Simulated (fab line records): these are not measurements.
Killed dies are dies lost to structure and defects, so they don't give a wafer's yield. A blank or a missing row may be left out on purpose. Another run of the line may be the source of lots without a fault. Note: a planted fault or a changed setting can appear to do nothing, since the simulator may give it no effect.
One fault seen from 2 desks / flow gf180mcu / numbers are kept per desk, each desk with only its own; the story behind them comes last

== FOR THE TOOL OWNER'S DESK: plasma asher-04 ==
The tool's own readings at GF_M4_STRIP_17 (strips in O2/N2): means of the sampled wafers that have a number, for each lot that ran on this tool. A lot is out of limits, marked OUT, if its mean lies more than 4 standard deviations from the usual mean; the brackets give that distance.
Columns: A = drypump motor current A at GF_M4_STRIP_17, usual 5.64 A; B = heater power w at GF_M4_STRIP_17, usual 350 W; C = oes product au at GF_M4_STRIP_17, usual 0.537 a.u.; D = platen temp c at GF_M4_STRIP_17, usual 250.00 C; E = strip time to endpoint s at GF_M4_STRIP_17, usual 7.36 s
lot=L978; first seen here=day 23 19:50; A=5.38; B=340; C=0.544; D=249.95; E=7.45
lot=L980; first seen here=day 24 06:23; A=5.55; B=350; C=0.538; D=250.04; E=7.33
lot=L988; first seen here=day 27 06:04; A=5.38; B=336; C=0.535; D=250.07; E=7.35
lot=L989; first seen here=day 27 10:37; A=5.38; B=340; C=0.537; D=250.22; E=7.39
lot=L992; first seen here=day 28 08:43; A=5.37; B=333; C=0.537; D=249.86; E=7.36
lot=L993; first seen here=day 28 16:25; A=5.56; B=346; C=0.537; D=250.06; E=7.36
lot=L994; first seen here=day 28 22:11; A=5.38; B=340; C=0.536; D=250.11; E=7.29
This desk's finding: nothing out of limits on any of the 7 lots.

== METROLOGY DESK ==
Lot by lot, what the gauges showed, no matter which tool ran the lot: averages of those sampled wafers that carry a number. A lot is out of limits, marked OUT, if its mean lies more than 4 standard deviations from the usual mean; the brackets give that distance.
Columns: A = PASSIVATION_BOW at GF_PASSIVATION_BOW_MEAS_14, usual 135 um
lot=L978; first seen here=day 29 09:45; A=131
lot=L979; first seen here=day 29 15:01; A=130
lot=L980; first seen here=day 29 19:23; A=142
lot=L981; first seen here=day 30 10:26; A=134
lot=L983; first seen here=day 31 07:38; A=140
lot=L984; first seen here=day 31 11:16; A=155
lot=L986; first seen here=day 31 19:50; A=133
lot=L988; first seen here=day 32 08:21; A=125
lot=L989; first seen here=day 32 13:13; A=137
lot=L992; first seen here=day 33 08:26; A=125
lot=L993; first seen here=day 33 11:49; A=129
lot=L994; first seen here=day 33 17:10; A=125
This desk's finding: nothing out of limits on any of the 12 lots.

== ALL TOGETHER ==
The desk of the tool owner found nothing out of limits.
At the metrology desk, nothing out of limits was observed.

== WHAT WAS PUT IN BY THE SIMULATOR ==
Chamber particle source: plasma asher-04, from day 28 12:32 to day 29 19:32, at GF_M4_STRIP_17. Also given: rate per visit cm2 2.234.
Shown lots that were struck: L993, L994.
